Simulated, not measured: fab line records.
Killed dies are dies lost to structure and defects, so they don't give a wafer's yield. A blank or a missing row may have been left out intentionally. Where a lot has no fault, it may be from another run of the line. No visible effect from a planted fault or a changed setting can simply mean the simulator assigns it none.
8D (eight disciplines) problem report, filled in by code + flow sky130 + the parts of the form that need people (team, actions taken, sign-off) are left out

1. PROBLEM STATEMENT
At SKY_CONTACT_CMP_27, overpolish_run_s averages 17.831 s over 6 wafers from 2 lots, while fault-free wafers read 15.000 s, standard deviation 0.0099. That is +99 or more standard deviations from the usual mean.
The step: polishes, stops on SiO2, t overpolish 15 s, target thk 0 nm.
Seen first at day 34 04:52 on cmp-02, wafer L867.2. The record holds 36 wafers of 12 lots with a number at this step. By rule, "out" or "out of limits" means more than 4 standard deviations away from the usual mean. The other wafers with a number count as sound.

2. WHAT IT IS, AND WHAT IT ISN'T
| question                    | is                     | is not                                                                                                  |
|-----------------------------|------------------------|---------------------------------------------------------------------------------------------------------|
| which readings at this step | overpolish_run_s       | motor_current_A, retaining_ring_pressure_frac                                                           |
| which lots                  | L867, L868             | L859, L860, L861, L874, L875, L876, L878, L880, L881, L882                                              |
| which wafers of those lots  | all that have a number | -                                                                                                       |
| read on which tools         | cmp-02                 | cmp-01                                                                                                  |
| when                        | from day 34 04:52      | up to then (9 sound wafers); but 21 sound wafers of L874, L875, L876, L878, L880, L881, L882 came after |

3. SUSPECTS, AND WHAT RULES EACH OUT
Counting: a tool stays on the suspect list if, at a process step up to the reading, it processed all lots that are out and no sound lot following the first of them.
- rie_diel-03 at SKY_CONTACT_ETCH_17 (etches SiO2 in C4F8/O2/Ar, stops on Si3N4, target depth 340 nm): ruled out as a lasting fault. The sound lots L882, L881 went through it after L867, its earliest lot that is out (day 34 03:47).
- cmp-02 at SKY_CONTACT_CMP_27 (polishes, stops on SiO2, t overpolish 15 s, target thk 0 nm): ruled out as a lasting fault. The sound lots L875, L876, L874, L882 went through it after L867, its earliest lot that is out (day 34 04:52).
Left after counting: nothing in the record.

4. THE CAUSE (what the simulator had put in)
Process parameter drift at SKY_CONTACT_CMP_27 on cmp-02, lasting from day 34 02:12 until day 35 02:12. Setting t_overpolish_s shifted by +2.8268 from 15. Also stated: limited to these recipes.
Counting ruled it out, wrongly.

5. THE CHAIN OF EFFECTS, in route order
Rows list readings where the struck wafers' mean (over those with a number) sits beyond 3 standard deviations from the usual. Readings are gone through only where the record gives a usual standard deviation; hours: the median, over the lots, of the time from a lot's start at the first step in this table giving one to that lot's start at this step; sigmas: the change measured in usual standard deviations.
| hours | step               | reading          | usual    | on struck wafers | change | sigmas      |
|-------|--------------------|------------------|----------|------------------|--------|-------------|
| 0     | SKY_CONTACT_CMP_27 | overpolish_run_s | 15.000 s | 17.831           | +2.831 | +99 or more |
It contains these process steps:
- SKY_CONTACT_CMP_27: polishes, stops on SiO2, t overpolish 15 s, target thk 0 nm.
Later steps that measure or inspect, where all struck wafers having a row at the step show a number for every such reading and not one has moved that far: SKY_METAL1_RS_MEAS_05.

6. HOW IT WOULD HAVE BEEN CAUGHT EARLIER
First out-of-limits reading in this record: day 34 04:52, which is 3 hours after fault onset at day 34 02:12.
